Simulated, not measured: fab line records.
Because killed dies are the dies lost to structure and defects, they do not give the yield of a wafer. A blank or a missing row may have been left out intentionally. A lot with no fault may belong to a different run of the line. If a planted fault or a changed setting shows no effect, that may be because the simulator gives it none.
A lot that was struck, set against a sound lot + flow sky130 + 15 out of 708 route steps
Sound: these wafers, L394.1, L394.2, L394.5. The struck wafers were L408.1, L408.2, L408.6. At the end, the cause is stated.
Per side, at each step with rows, come the tool, then ch with its chambers, and then its first start. Under that, the readings that differ: sound wafers + struck wafers + difference of the means + sigmas: that difference in standard deviations of wafers without a fault.
alike: same words and numbers on both sides, and readings whose means sit less than 2 such deviations apart. not compared: any withheld reading, any reading some wafer has no value for, any bound like >300 that may hide the same value, and any number with overlapping values for which the record gives no deviation.
The two part at a step that has a row with sigmas, a row that says differs or no value, or rows on one side only. Numbers that don't overlap but have no deviation are shown without sigmas and don't part them. Lack of a reading on every wafer of one side parts them only where that side has two or more wafers.

first, 5 steps without rows for these wafers: SKY_VT_ADJUST_PCH_COAT_02 (resist thk 3000 nm); SKY_VT_ADJUST_PCH_SOFTBAKE_03; SKY_VT_ADJUST_PCH_EXPOSE_04 (exposes mask NWM, target cd 840 nm); SKY_VT_ADJUST_PCH_PEB_05; SKY_VT_ADJUST_PCH_DEVELOP_06 (develop time 60 s).
SKY_VT_ADJUST_PCH_OVL_MEAS_07:
  struck on overlay-01, day 15 13:35; sound on overlay-01, day 11 01:50
  alike: VT_ADJUST_PCH_OVL
following that, these wafers have no rows for 1 step: SKY_VT_ADJUST_PCH_IMPLANT_08.
SKY_VT_ADJUST_PCH_STRIP_09: strips in O2/N2.
  sound on plasma_asher-02 ch 0,1, day 11 02:02; struck on plasma_asher-03 ch 0,1, day 15 13:47
  alike: drypump_motor_current_A, oes_product_au, strip_time_to_endpoint_s
  not compared: rf_hours_counter_h
SKY_VT_ADJUST_PCH_TW_MEAS_10:
  struck on film_metro-02, day 15 13:53; sound on film_metro-02, day 11 02:08
  alike: VT_ADJUST_PCH_TW
then, 3 steps without rows for these wafers: SKY_SONOS_TUNNEL_DEHYDRATE_00 (time 60 s); SKY_SONOS_TUNNEL_HMDS_01 (prime time 60 s); SKY_SONOS_TUNNEL_COAT_02 (resist thk 1140 nm).
SKY_SONOS_TUNNEL_SOFTBAKE_03: time 60 s.
  sound on litho_track-03 ch 0, day 11 12:49; struck on litho_track-03 ch 0, day 16 02:10
| reading                  | sound             | struck            | difference | sigmas |
|--------------------------|-------------------|-------------------|------------|--------|
| heater_power_total_W (W) | 56.61 56.55 56.62 | 55.72 55.68 55.78 | -0.87      | -19    |
| plate_temp_C (C)         | 89.99 89.95 90.08 | 88.95 89.08 88.93 | -1.02      | -8     |
then, 1 step without rows for these wafers: SKY_SONOS_TUNNEL_EXPOSE_04 (exposes mask TUNM, target cd 410 nm).
-- record jumps: 33 days separate the struck wafers' starts on either side; left off in module SONOS_TUNNEL, taken up again in module PAD_OPEN, whose first shown step is the route's number 708 --
SKY_PAD_OPEN_PROBE_99:
  struck on prober-02, day 49 12:40; sound on prober-01, day 46 08:15
  alike: killed_at_M0_to_M3, killed_at_M4_up, killed_at_contacts, killed_at_front_end, killed_at_other, killed_dies, killed_open, killed_short

== WHERE THEY PART ==
Only at SKY_SONOS_TUNNEL_SOFTBAKE_03, as far as this record shows. Later steps at which nothing parts them and some readings are alike: SKY_PAD_OPEN_PROBE_99.

WHY: the cause the simulator had injected
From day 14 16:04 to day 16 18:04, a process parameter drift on litho_track-03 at SKY_SONOS_TUNNEL_SOFTBAKE_03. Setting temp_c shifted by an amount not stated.
